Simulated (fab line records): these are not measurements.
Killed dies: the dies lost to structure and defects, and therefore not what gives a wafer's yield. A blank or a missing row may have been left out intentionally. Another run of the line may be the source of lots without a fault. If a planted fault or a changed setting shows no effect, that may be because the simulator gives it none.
2 desks, one fault | flow sky130 | only its own numbers are on each desk; what lay behind them is given at the end

THE METROLOGY DESK
Lot by lot, what the gauges showed, no matter which tool ran the lot: averages of those sampled wafers that carry a number. A lot is out of limits, marked OUT, if its mean lies more than 4 standard deviations from the usual mean; the brackets give that distance.
Columns: A = LDD_N_OVL at SKY_LDD_N_OVL_MEAS_07, usual -0.4 nm; B = SD_P_TW at SKY_SD_P_TW_MEAS_11, usual 2830; C = SD_N_RS at SKY_SD_N_RS_MEAS_16, usual 68.57 ohm/sq
lot  | first seen here | A    | B    | C
L549 | day 17 15:31    | 0.8  | 2834 | 68.55
L553 | day 19 13:52    | -1.2 | 2863 | 68.49
L554 | day 19 21:40    | -2.3 | 2795 | 68.63
L556 | day 20 07:26    | -0.6 | 2860 | 66.23 (-23) OUT
L557 | day 20 14:04    | -0.8 | 2798 | 66.12 (-24) OUT
L564 | day 23 02:40    | -2.1 | 2804 | 68.68
L566 | day 23 17:22    | 1.8  | 2846 | 68.57
L567 | day 24 07:46    | -1.5 | 2811 | 68.37
L568 | day 24 15:40    | 1.6  | 2840 | 68.64
L571 | day 25 08:44    | -0.2 | 2839 | 68.51
L572 | day 25 19:25    | -0.4 | 2795 | 68.54
This desk's finding: out of limits on L556, L557; first on L556, day 30 07:14 (SD_N_RS at SKY_SD_N_RS_MEAS_16). In limits: L549, L553, L554, L564, L566, L567, L568, L571, L572.

DESK OF THE TOOL OWNER: implanter-03
For each lot that ran on this tool, the mean over its sampled wafers that have a number, from the tool's own readings at SKY_SD_N_IMPLANT_09. A lot is out of limits, marked OUT, if its mean lies more than 4 standard deviations from the usual mean; the brackets give that distance.
Columns: A = beam energy keV at SKY_SD_N_IMPLANT_09, usual 49.999; B = beam on s at SKY_SD_N_IMPLANT_09, usual 16.5 s; C = end station pressure torr at SKY_SD_N_IMPLANT_09, usual 1.45e-05 Torr; D = tilt deg at SKY_SD_N_IMPLANT_09, usual -0.004 degrees
lot  | first seen here | A                        | B    | C        | D
L553 | day 29 16:23    | 50.010                   | 16.5 | 1.48e-05 | -0.002
L554 | day 30 00:16    | 50.013                   | 16.7 | 1.51e-05 | -0.010
L556 | day 30 06:31    | 53.549 (+99 or more) OUT | 16.5 | 1.46e-05 | 0.017
L557 | day 30 12:36    | 53.543 (+99 or more) OUT | 16.5 | 1.47e-05 | -0.044
L566 | day 33 09:41    | 49.997                   | 16.5 | 1.54e-05 | 0.001
L568 | day 34 05:28    | 50.005                   | 16.5 | 1.41e-05 | 0.018
L571 | day 34 22:38    | 49.996                   | 16.3 | 1.48e-05 | 0.008
This desk finds L556, L557 out of limits, L556 being first, at day 30 06:31 (beam energy keV at SKY_SD_N_IMPLANT_09). In limits: L553, L554, L566, L568, L571.

PUT TOGETHER
The tool owner's desk could have raised an alarm at day 30 06:31, on L556, L557.
L556, L557 would have let the metrology desk raise an alarm at day 30 07:14.
SKY_SD_N_IMPLANT_09 was run on implanter-03 by each of the lots named.

WHAT THE SIMULATOR PUT IN
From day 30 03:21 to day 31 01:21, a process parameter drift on implanter-03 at SKY_SD_N_IMPLANT_09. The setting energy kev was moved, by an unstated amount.
Lots struck among those shown: L556, L557.
Fault start to first reading out of limits, in hours, per desk: tool owner, 3; metrology, 4.
